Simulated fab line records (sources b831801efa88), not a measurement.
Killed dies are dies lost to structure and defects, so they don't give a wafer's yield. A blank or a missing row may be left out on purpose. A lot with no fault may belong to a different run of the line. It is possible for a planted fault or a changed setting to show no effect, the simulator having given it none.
The tool behind it: which one? + flow gf180mcu + 41 wafers from 14 lots sampled at 3 of the route's 602 steps

== WHAT THE GAUGES READ, wafer by wafer ==
GF_PASSIVATION_THK_MEAS_03.
| lot  | measured     | on            | PASSIVATION_CVD_02_THK (nm) |
|------|--------------|---------------|-----------------------------|
| L745 | day 27 23:34 | film-metro-01 | 699 714                     |
| L746 | day 28 03:01 | film-metro-04 | 708 730 720                 |
| L748 | day 28 19:08 | film-metro-03 | 688 693 694                 |
| L749 | day 29 03:07 | film-metro-03 | 673 698 692                 |
| L750 | day 29 10:34 | film-metro-04 | 683 686 684                 |
| L751 | day 29 21:37 | film-metro-03 | 711 702 699                 |
| L753 | day 30 11:17 | film-metro-03 | 710 726 722                 |
| L752 | day 30 10:13 | film-metro-04 | 716 722 708                 |
| L754 | day 30 21:46 | film-metro-03 | 688 691 695                 |
| L757 | day 31 15:22 | film-metro-01 | 682 698 703                 |
| L760 | day 32 08:28 | film-metro-03 | 726 713 739                 |
| L761 | day 32 13:13 | film-metro-03 | 691 688 703                 |
| L764 | day 33 11:10 | film-metro-01 | 682 695 686                 |
| L767 | day 34 08:04 | film-metro-01 | 701 714 713                 |

== WHICH TOOL RAN EACH LOT (tool, then ch and the chambers of the sampled wafers, then the start) ==
| lot  | GF_STI_CVD_23                   | GF_V5_SPUTTER_22             |
|------|---------------------------------|------------------------------|
| L745 | hdpcvd-01 ch 0,2, day 2 04:14   | pvd-sputter-04, day 27 02:17 |
| L746 | hdpcvd-02 ch 0,2, day 2 09:39   | pvd-sputter-02, day 27 05:35 |
| L748 | hdpcvd-01 ch 0,1, day 2 19:04   | pvd-sputter-01, day 27 21:02 |
| L749 | hdpcvd-01 ch 0,1,2, day 3 02:00 | pvd-sputter-01, day 28 06:19 |
| L750 | hdpcvd-02 ch 0,1,2, day 3 05:30 | pvd-sputter-01, day 28 13:35 |
| L751 | hdpcvd-01 ch 0,1, day 3 10:19   | pvd-sputter-04, day 29 00:17 |
| L753 | hdpcvd-02 ch 0,2, day 3 20:17   | pvd-sputter-04, day 29 14:40 |
| L752 | hdpcvd-01 ch 0,1,2, day 3 20:19 | pvd-sputter-01, day 29 13:26 |
| L754 | hdpcvd-02 ch 0,2, day 4 05:47   | pvd-sputter-04, day 30 01:49 |
| L757 | hdpcvd-01 ch 0,1,2, day 4 21:35 | pvd-sputter-01, day 30 20:45 |
| L760 | hdpcvd-01 ch 0,1,2, day 5 09:17 | pvd-sputter-02, day 31 13:28 |
| L761 | hdpcvd-01 ch 0,1,2, day 5 15:50 | pvd-sputter-02, day 31 18:50 |
| L764 | hdpcvd-02 ch 0,2, day 6 06:23   | pvd-sputter-02, day 32 17:19 |
| L767 | hdpcvd-02 ch 0,1,2, day 6 23:21 | pvd-sputter-02, day 33 14:46 |
- GF_STI_CVD_23: deposits SiO2, target thk 650 nm, time 108.3 s.
- GF_V5_SPUTTER_22: material TiN, target thk 10 nm, time 40 s.

== WHAT THE TOOLS THEMSELVES READ (means of the sampled wafers that have a number; where no wafer has one, the mark that the record gives instead) ==
GF_STI_CVD_23.
| lot  | tool      | susceptor-temp-C (C) |
|------|-----------|----------------------|
| L745 | hdpcvd-01 | 599.98               |
| L746 | hdpcvd-02 | 599.97               |
| L748 | hdpcvd-01 | 600.14               |
| L749 | hdpcvd-01 | 600.03               |
| L750 | hdpcvd-02 | 599.87               |
| L751 | hdpcvd-01 | 600.09               |
| L753 | hdpcvd-02 | 599.87               |
| L752 | hdpcvd-01 | 599.95               |
| L754 | hdpcvd-02 | 600.19               |
| L757 | hdpcvd-01 | 600.04               |
| L760 | hdpcvd-01 | 599.63               |
| L761 | hdpcvd-01 | 600.07               |
| L764 | hdpcvd-02 | 599.93               |
| L767 | hdpcvd-02 | 600.17               |

GF_V5_SPUTTER_22.
| lot  | tool           | throttle-valve-pct (%) |
|------|----------------|------------------------|
| L745 | pvd-sputter-04 | 30.2                   |
| L746 | pvd-sputter-02 | 30.0                   |
| L748 | pvd-sputter-01 | 30.9                   |
| L749 | pvd-sputter-01 | 29.9                   |
| L750 | pvd-sputter-01 | 30.4                   |
| L751 | pvd-sputter-04 | 29.6                   |
| L753 | pvd-sputter-04 | 29.6                   |
| L752 | pvd-sputter-01 | 30.8                   |
| L754 | pvd-sputter-04 | 29.5                   |
| L757 | pvd-sputter-01 | 31.0                   |
| L760 | pvd-sputter-02 | 31.0                   |
| L761 | pvd-sputter-02 | 30.3                   |
| L764 | pvd-sputter-02 | 30.7                   |
| L767 | pvd-sputter-02 | 30.4                   |

== THE ANSWER, worked out from the rows above alone ==
Rule: the usual values come from the lots themselves. Put in order of their means at a reading, lots are off if they are a third of the lots or fewer, leave a main group of 4 or more, and stand apart from it by a gap of 3 or more times the standard deviation of the main group's means; of several such gaps the widest counts. If all means in a main group match to the digits the tables above print for the reading, that group is not used. A lot without any number at a reading at which 4 lots or more have one is off too. The other lots that the step has rows for count as sound. After the gauges, taken in route order, come the tools' own readings; for these a lot's mean is taken, as printed above. The first step at which some lot is off is used, and at that step the reading that is off furthest; a lot without a number counts as furthest.
Nothing can be told from this: no lot is off at any reading shown.

== WHAT WAS PUT IN BY THE SIMULATOR ==
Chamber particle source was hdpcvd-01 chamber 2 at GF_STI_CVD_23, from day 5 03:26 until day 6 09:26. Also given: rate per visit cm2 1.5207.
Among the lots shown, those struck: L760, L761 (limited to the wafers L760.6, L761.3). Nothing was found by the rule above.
